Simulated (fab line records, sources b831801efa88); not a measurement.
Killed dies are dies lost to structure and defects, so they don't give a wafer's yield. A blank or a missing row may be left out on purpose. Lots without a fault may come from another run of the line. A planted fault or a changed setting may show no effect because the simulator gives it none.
Which tool did it? | flow gf180mcu | 7 lots, 21 wafers sampled, at 2 steps of a route of 602

WHAT THE GAUGES READ, wafer by wafer
GF_M4_THK_MEAS_06: measures by xrf.
lot  | measured     | on            | M4_ALCU_THK (nm)
L519 | day 23 00:08 | film_metro-01 | 462 458 457
L521 | day 23 10:36 | film_metro-04 | 449 452 463
L523 | day 24 14:02 | film_metro-02 | 459 461 455
L527 | day 26 04:00 | film_metro-01 | 451 442 442
L529 | day 26 22:01 | film_metro-04 | 459 451 442
L536 | day 28 21:06 | film_metro-02 | 460 465 471
L540 | day 29 23:40 | film_metro-01 | 460 451 451

WHICH TOOL RAN EACH LOT (tool, then ch and the chambers of the sampled wafers, then the start)
lot  | GF_V2_CMP_26
L519 | cmp-01 ch 0,1,2, day 20 21:14
L521 | cmp-01 ch 0,2,3, day 21 09:25
L523 | cmp-02 ch 0,2,3, day 22 13:36
L527 | cmp-01 ch 0,1,2, day 24 05:29
L529 | cmp-02 ch 0,1,3, day 25 01:39
L536 | cmp-01 ch 0,1, day 27 01:46
L540 | cmp-02 ch 0,1,3, day 28 06:22
- GF_V2_CMP_26: polishes, stops on SiO2, t overpolish 15 s, target thk 0 nm.

THE ANSWER, worked out from the rows above alone
Rule: what is usual is taken from the lots themselves. Put in order of their means at a reading, lots are off if they are a third of the lots or fewer, leave a main group of 4 or more, and stand apart from it by a gap of 3 or more times the standard deviation of the main group's means; of several such gaps the widest counts. A main group whose means are all the same, to the digits that the tables above print for the reading, isn't used. A lot without any number at a reading at which 4 lots or more have one is off too. The other lots that the step has rows for count as sound.
No lot is off at any reading shown: from this, nothing can be told.

WHAT THE SIMULATOR HAD PUT IN
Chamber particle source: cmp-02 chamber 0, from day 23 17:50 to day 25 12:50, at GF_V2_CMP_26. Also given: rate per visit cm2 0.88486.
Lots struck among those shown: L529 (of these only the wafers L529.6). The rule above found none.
